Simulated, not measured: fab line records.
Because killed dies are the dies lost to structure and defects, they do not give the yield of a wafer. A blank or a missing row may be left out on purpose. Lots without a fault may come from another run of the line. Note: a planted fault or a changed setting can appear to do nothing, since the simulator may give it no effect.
The same fault as seen by 2 desks :: flow gf180mcu :: each desk has only its own numbers; what lay behind them comes last

== THE TOOL OWNER'S DESK: lithoTrack-01 ==
At GF_VT_IMPLANT_SOFTBAKE_36 (time 60 s), the tool's own readings, given per lot that ran on this tool as the mean of the sampled wafers with a number. Any lot whose mean is over 4 standard deviations away from the usual mean is out of limits and marked OUT; that distance is given in the brackets.
Columns: A = heaterPowerTotalW at GF_VT_IMPLANT_SOFTBAKE_36, usual 56.60 W; B = plateTempC at GF_VT_IMPLANT_SOFTBAKE_36, usual 90.01 C; C = resistLineTempC at GF_VT_IMPLANT_SOFTBAKE_36, usual 23.00 C; D = runLengthS at GF_VT_IMPLANT_SOFTBAKE_36, usual 89.32 s
lot: L848
first seen here: day 8 23:12
A: 56.60
B: 90.00
C: 23.05
D: 89.55

lot: L850
first seen here: day 9 11:18
A: 61.28 (+99 or more) OUT
B: -
C: 23.24
D: 76.24 (-99 or more) OUT

lot: L851
first seen here: day 9 21:47
A: 61.29 (+99 or more) OUT
B: -
C: 22.99
D: 76.25 (-99 or more) OUT

lot: L853
first seen here: day 10 10:09
A: 61.23 (+99 or more) OUT
B: -
C: 22.88
D: 76.35 (-99 or more) OUT

lot: L864
first seen here: day 13 10:57
A: 56.61
B: 90.16
C: 22.86
D: 89.33
Finding of this desk: L850, L851, L853 out of limits; the first was L850 at day 9 11:18, on heaterPowerTotalW at GF_VT_IMPLANT_SOFTBAKE_36. L848, L864: within limits.

== FROM THE METROLOGY DESK ==
What the gauges read for every lot (on any tool): the sampled wafers with a number, averaged. Any lot whose mean is over 4 standard deviations away from the usual mean is out of limits and marked OUT; that distance is given in the brackets.
Columns: A = LVPWELL_TW at GF_LVPWELL_TW_MEAS_11, usual 562; B = VT_IMPLANT_OVL at GF_VT_IMPLANT_OVL_MEAS_07, usual 0.3 nm
lot: L843
first seen here: day 4 02:34
A: 565
B: 1.6

lot: L845
first seen here: day 4 13:41
A: 560
B: 0.1

lot: L848
first seen here: day 5 07:31
A: 569
B: -0.6

lot: L850
first seen here: day 5 18:17
A: 569
B: -0.0

lot: L851
first seen here: day 6 02:13
A: 562
B: -0.0

lot: L853
first seen here: day 6 12:59
A: 556
B: 0.2

lot: L854
first seen here: day 6 19:06
A: 564
B: -0.6

lot: L860
first seen here: day 8 02:52
A: 561
B: 2.1

lot: L861
first seen here: day 8 13:16
A: 559
B: -2.2

lot: L862
first seen here: day 8 15:02
A: 563
B: 1.0

lot: L863
first seen here: day 8 20:26
A: 558
B: 1.5

lot: L864
first seen here: day 9 02:40
A: 560
B: 0.6

lot: L865
first seen here: day 9 07:32
A: 559
B: 1.0
Result from this desk: across the 13 lots, nothing is out of limits.

== BROUGHT TOGETHER ==
An alarm could have come from the tool owner's desk at day 9 11:18, on L850, L851, L853.
From the metrology desk's view, nothing was out of limits.
The metrology desk holds a record of L850, L851, L853, inside its limits.
On lithoTrack-01, each named lot ran GF_VT_IMPLANT_SOFTBAKE_36.

== WHAT HAD BEEN PUT IN BY THE SIMULATOR ==
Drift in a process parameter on lithoTrack-01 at GF_VT_IMPLANT_SOFTBAKE_36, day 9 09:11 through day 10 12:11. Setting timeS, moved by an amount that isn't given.
Struck lots among those shown: L850, L851, L853.
How many hours passed from the start of the fault until each desk's first out-of-limits reading: the tool owner's desk, 2.
